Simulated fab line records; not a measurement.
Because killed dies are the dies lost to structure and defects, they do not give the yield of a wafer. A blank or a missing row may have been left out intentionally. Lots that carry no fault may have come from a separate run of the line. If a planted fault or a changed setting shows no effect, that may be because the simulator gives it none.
Which tool did it?    flow sfq line    at 1 step of a route of 325, 7 lots with 21 wafers sampled

## WHAT THE GAUGES READ, wafer by wafer
SFQ_M0_RS_MEAS_904: measurement is done with a four-point probe.
lot   measured      on             M0_NB_RS (ohm/sq)
L468  day 7 13:58   film metro-01  0.874 0.875 0.874
L470  day 8 08:21   film metro-02  0.857 0.858 0.860
L472  day 9 02:23   film metro-02  0.861 0.875 0.859
L481  day 10 22:16  film metro-01  0.862 0.867 0.879
L483  day 11 18:41  film metro-02  0.846 0.859 0.847
L487  day 13 01:59  film metro-01  0.864 0.879 0.865
L489  day 13 17:38  film metro-03  0.869 0.855 0.857

## WHAT TOOL EACH LOT RAN ON (gives the tool, then ch and the chambers of the sampled wafers, and finally the start)
The record holds no process step before these readings.

## THE ANSWER, worked out from the rows above alone
Rule: usual is defined by the lots themselves. Put in order of their means at a reading, lots are off if they are a third of the lots or fewer, leave a main group of 4 or more, and stand apart from it by a gap of 3 or more times the standard deviation of the main group's means; of several such gaps the widest counts. The tables above print the reading to a certain number of digits; a main group whose means all agree to those digits is not used. Also off: a lot with no number at a reading for which 4 or more lots have one. All remaining lots with rows at the step are treated as sound.
Across all readings shown, no lot is off: no conclusion can be drawn from this.

## WHAT HAD BEEN PUT IN BY THE SIMULATOR
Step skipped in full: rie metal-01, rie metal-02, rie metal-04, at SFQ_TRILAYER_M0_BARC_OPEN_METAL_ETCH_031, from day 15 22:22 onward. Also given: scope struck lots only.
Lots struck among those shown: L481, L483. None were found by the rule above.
